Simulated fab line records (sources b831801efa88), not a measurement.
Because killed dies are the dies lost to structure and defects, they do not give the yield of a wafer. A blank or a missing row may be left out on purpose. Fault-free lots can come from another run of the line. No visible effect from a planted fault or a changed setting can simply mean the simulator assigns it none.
Which tool is to blame?    flow sky130    route of 708 steps, sampled at 1 step: 12 lots, 36 wafers

WHAT THE GAUGES READ, wafer by wafer
SKY_LDD_LDN_OVL_MEAS_07. Usual: LDD_LDN_OVL -0.7 nm, standard deviation 1.3.
lot   measured      on          LDD_LDN_OVL (nm)  flag
L885  day 22 21:13  overlay-01  0.9 1.3 2.0       
L886  day 22 21:44  overlay-01  -2.0 0.2 -0.8     
L887  day 23 09:28  overlay-01  -2.6 -1.5 -0.8    
L889  day 24 01:21  overlay-01  -0.1 -2.0 -1.2    
L899  day 28 02:00  overlay-02  -1.5 -1.0 1.0     
L901  day 28 15:36  overlay-02  0.1 -1.1 1.3      
L903  day 29 06:37  overlay-01  1.3 -2.0 -0.5     
L904  day 29 10:57  overlay-02  -0.6 -1.2 -2.5    
L905  day 29 20:37  overlay-02  1.5 2.0 0.5       
L906  day 30 07:44  overlay-02  0.2 -0.2 -0.1     
L907  day 31 13:07  overlay-02  -1.2 -1.1 -0.2    
L908  day 31 13:26  overlay-01  0.2 -0.8 0.8      

WHAT TOOL EACH LOT RAN ON (gives the tool, then ch and the chambers of the sampled wafers, and finally the start)
No process step before these readings appears in the record.

WHAT THE TOOLS THEMSELVES READ (means of the sampled wafers that have a number; where no wafer has one, the mark that the record gives instead)
The record holds no such reading with a usual standard deviation.

THE ANSWER, worked out from the rows above alone
Rule: a lot is off if the mean of its wafers that have a number lies more than 3 standard deviations from the usual mean. A lot without any number at a reading at which 4 lots or more have one is off too. The other lots that the step has rows for count as sound. Order of review: gauges by route order, followed by the tools' own readings, for which a lot's mean as printed above is used. At the first step where some lot is off, the reading lying furthest off is the one used; lots without a number count as furthest.
No lot is off at any reading shown: from this, nothing can be told.

WHAT WAS PUT IN BY THE SIMULATOR
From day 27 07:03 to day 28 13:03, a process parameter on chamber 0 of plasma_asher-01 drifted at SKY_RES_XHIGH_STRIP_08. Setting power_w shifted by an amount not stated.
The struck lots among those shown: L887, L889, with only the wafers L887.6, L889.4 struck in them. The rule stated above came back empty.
